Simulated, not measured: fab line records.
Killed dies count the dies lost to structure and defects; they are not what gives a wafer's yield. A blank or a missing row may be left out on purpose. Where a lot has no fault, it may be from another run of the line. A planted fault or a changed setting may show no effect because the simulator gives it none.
Split-lot study	flow sfq line	23 wafers read from 5 lots, route of 325 steps

THE SPLIT ITSELF
At SFQ_TRILAYER_M0_LITHO_COAT_026 (resist thk 62 nm), the setting resist thk nm was moved away from the recipe's 62 nm on 10 of the 23 wafers read, by -3.3% to +3.7%. For the rest of the wafers, this setting stayed at what the recipe calls for.

The reading is taken at the split's own step.

THE READING
BARC_of_TRILAYER_M0_LITHO_COAT_026.thk nm (the simulator's own value, which no gauge read), in nm, at SFQ_TRILAYER_M0_LITHO_COAT_026 (resist thk 62 nm). The file gives no usual value for it. The 13 wafers here that ran the recipe average 62.02 nm, standard deviation 0.14 nm.

wafer	tool, chamber at the split	resist thk nm as run, nm	against the recipe	BARC_of_TRILAYER_M0_LITHO_COAT_026.thk nm, nm	against lot-mates on the recipe
L075.1	litho track-02, 0	59.94	-3.3%	60.07	-1.91
L075.2	litho track-02, 0	59.94	-3.3%	59.98	-2.00
L075.3	litho track-02, 0	62	recipe	62.05	-
L075.4	litho track-02, 0	62	recipe	62.05	-
L075.6	litho track-02, 0	62	recipe	61.85	-
L078.2	litho track-01, 0	62	recipe	62	-
L078.3	litho track-01, 0	62	recipe	61.98	-
L078.4	litho track-01, 0	60.18	-2.9%	60.24	-1.75
L078.5	litho track-01, 0	60.18	-2.9%	60.21	-1.78
L078.6	litho track-01, 0	60.18	-2.9%	60.04	-1.95
L080.1	litho track-02, 0	62	recipe	61.76	-
L080.3	litho track-02, 0	62	recipe	61.98	-
L080.4	litho track-02, 0	62	recipe	61.85	-
L083.1	litho track-03, 0	62	recipe	62.24	-
L083.2	litho track-03, 0	60.22	-2.9%	60.43	-1.82
L083.3	litho track-03, 0	62	recipe	62.26	-
L083.4	litho track-03, 0	60.22	-2.9%	60.38	-1.87
L083.5	litho track-03, 0	60.22	-2.9%	60.48	-1.77
L084.1	litho track-01, 0	64.32	+3.7%	64.28	+2.18
L084.2	litho track-01, 0	62	recipe	62.09	-
L084.3	litho track-01, 0	62	recipe	62.11	-
L084.5	litho track-01, 0	64.32	+3.7%	64.31	+2.21
L084.6	litho track-01, 0	62	recipe	62.1	-

FIT RESULTS
A straight line over all 23 wafers: BARC_of_TRILAYER_M0_LITHO_COAT_026.thk nm changes by +0.601 nm for each +1% of resist thk nm; r = +0.99; the points scatter about the line by 0.13 nm.
The same after taking each lot's own level away (the mean of its wafers on the recipe; 23 wafers): +0.605 nm for each +1%; r = +1.00; scatter 0.075 nm.
The reading moves by 2.3 nm for the largest change in resist thk nm, on that fit.
Across the lots, their own levels run from 61.863 to 62.250 nm, a range of 2.8 times the standard deviation given above.
The two slopes agree, so the slope changes little with the lot-to-lot level.
Check: with one of the wafers moved furthest among these (+3.7%) left out of the fit, the line predicts +2.27 nm for it against its lot-mates. Against them it came out at +2.18 nm.

THESE WAFERS: OTHER SPLITS
Other splits were also applied to these wafers ahead of the reading. Each is held against what the fit with the lots' levels taken away leaves over:
other split on the same wafers	wafers away from the commonest value	r with BARC_of_TRILAYER_M0_LITHO_COAT_026.thk nm (lot level and that fit taken away)
SFQ_TRILAYER_INCOMING_OXIDATION_002 ox time s	18	-0.05
SFQ_TRILAYER_L0_LITHO_COAT_005 spin rpm	7	+0.22
SFQ_TRILAYER_L0_VIA_BARC_OPEN_VIA_ETCH_021 time s	4	+0.13
SFQ_TRILAYER_M0_DEP_SPUTTER_019 time s	7	-0.02

FILE'S OWN FIT
BARC_of_TRILAYER_M0_LITHO_COAT_026.thk nm changes by +0.604 nm for each +1% of resist thk nm, r = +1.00.
